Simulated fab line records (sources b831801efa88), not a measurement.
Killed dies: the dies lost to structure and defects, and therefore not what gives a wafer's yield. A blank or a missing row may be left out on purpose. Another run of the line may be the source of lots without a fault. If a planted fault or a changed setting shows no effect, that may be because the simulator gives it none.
A lot that was struck, set against a sound lot || flow sky130 || 16 steps out of a route of 708
Sound: wafers L138.1, L138.3, L138.5. Wafers L148.1, L148.3, L148.5 were the ones struck. At the end, the cause is stated.
Order at every step that has rows: each side's tool, ch and its chambers, its first start. Under that, the readings that differ: sound wafers || struck wafers || difference of the means || sigmas: that difference in standard deviations of wafers without a fault.
alike: readings with means less than 2 such deviations apart, plus words and numbers identical on both sides. not compared: withheld readings, readings lacking a value on some wafer, bounds such as >300 that could conceal the same value, and numbers that have no deviation in the record and whose values overlap.
Wherever a step has rows on one side only, a row that says differs or no value, or a row with sigmas, the two part there. When numbers do not overlap yet have no deviation, they are printed without sigmas and do not part them. Lack of a reading on every wafer of one side parts them only where that side has two or more wafers.

first, 8 steps without rows for these wafers: SKY_CONTACT_DEHYDRATE_06 (time 60 s); SKY_CONTACT_HMDS_07 (prime time 60 s); SKY_CONTACT_COAT_08 (resist thk 60 nm); SKY_CONTACT_COAT_09 (resist thk 450 nm); SKY_CONTACT_SOFTBAKE_10 (time 90 s); SKY_CONTACT_EXPOSE_11 (exposes mask CTM1, target cd 170 nm); SKY_CONTACT_PEB_12; SKY_CONTACT_DEVELOP_13 (develop time 60 s).
SKY_CONTACT_CD_MEAS_14: the cd target is 170 nm.
  sound on cd_sem-01, day 33 01:16; struck on cd_sem-01, day 36 22:23
  alike: cd_nm
SKY_CONTACT_OVL_MEAS_15:
  sound on overlay-01, day 33 01:23; struck on overlay-01, day 36 22:31
  alike: CONTACT_OVL
SKY_CONTACT_ETCH_16: etches BARC in N2/H2, stops on SiO2, time 45.9 s, target depth 60 nm.
  sound on rie_diel-03 ch 0,2, day 33 01:25; struck on rie_diel-04 ch 1,2,3, day 36 22:32
{"reading": "drypump_motor_current_A (A)", "sound": "5.2 5.2 5.2", "struck": "6.6 6.2 6.1", "difference": "+1.1", "sigmas": "+2"}
  alike: bias_w, oes_product_au, throttle_valve_pct
  not compared: rf_hours_counter_h
SKY_CONTACT_ETCH_17: etches SiO2 in C4F8/O2/Ar, stops on Si3N4, target depth 340 nm.
  sound on rie_diel-03 ch 0,2, day 33 01:28; struck on rie_diel-04 ch 1,2,3, day 36 22:35
  alike: bias_w, oes_product_au
SKY_CONTACT_ETCH_18: etches Si3N4 in CHF3/O2, stops on TiN, time 39 s, target depth 75 nm.
  sound on rie_diel-03 ch 0,2, day 33 01:00; struck on rie_diel-04 ch 1,2,3, day 36 22:00
{"reading": "bias_w (W)", "sound": "200.0 200.2 200.9", "struck": "289.9 289.5 288.5", "difference": "+88.9", "sigmas": "+99 or more"}
{"reading": "drypump_motor_current_A (A)", "sound": "5.2 5.2 5.2", "struck": "6.6 6.2 6.1", "difference": "+1.1", "sigmas": "+2"}
{"reading": "model.KrF-thick_of_CONTACT_COAT_09.thk_nm (nm)", "sound": "246.6 245.1 243.7", "struck": "235.9 229.5 224.2", "difference": -15.3, "sigmas": ""}
  alike: oes_product_au, throttle_valve_pct
  not compared: rf_hours_counter_h, model.TiN_of_LOCAL_INTERCONNECT_SPUTTER_00.thk_nm
SKY_CONTACT_STRIP_19: strips in O2/N2.
  sound on plasma_asher-03 ch 0, day 33 01:34; struck on plasma_asher-02 ch 1, day 36 22:41
{"reading": "strip_time_to_endpoint_s (s)", "sound": "3.65 3.65 3.63", "struck": "3.54 3.47 3.42", "difference": -0.17, "sigmas": -4}
  alike: drypump_motor_current_A, o2_flow_sccm, oes_product_au
  not compared: rf_hours_counter_h
then, 1 step without rows for these wafers: SKY_CONTACT_STRIP_20 (strips in post etch residue remover, time 1200 s).
-- the record jumps here: 13 days lie between the struck wafers' starts before and after (it left off in module CONTACT and takes up again in module PAD_OPEN, whose first step shown is number 708 of the route) --
SKY_PAD_OPEN_PROBE_99:
  the record has rows for the struck wafers here (prober-01, day 49 18:32) and none for the sound ones

## WHERE THEY PART
At SKY_CONTACT_ETCH_16 first; at SKY_PAD_OPEN_PROBE_99 last (within this record only).

WHY: what the simulator had put in
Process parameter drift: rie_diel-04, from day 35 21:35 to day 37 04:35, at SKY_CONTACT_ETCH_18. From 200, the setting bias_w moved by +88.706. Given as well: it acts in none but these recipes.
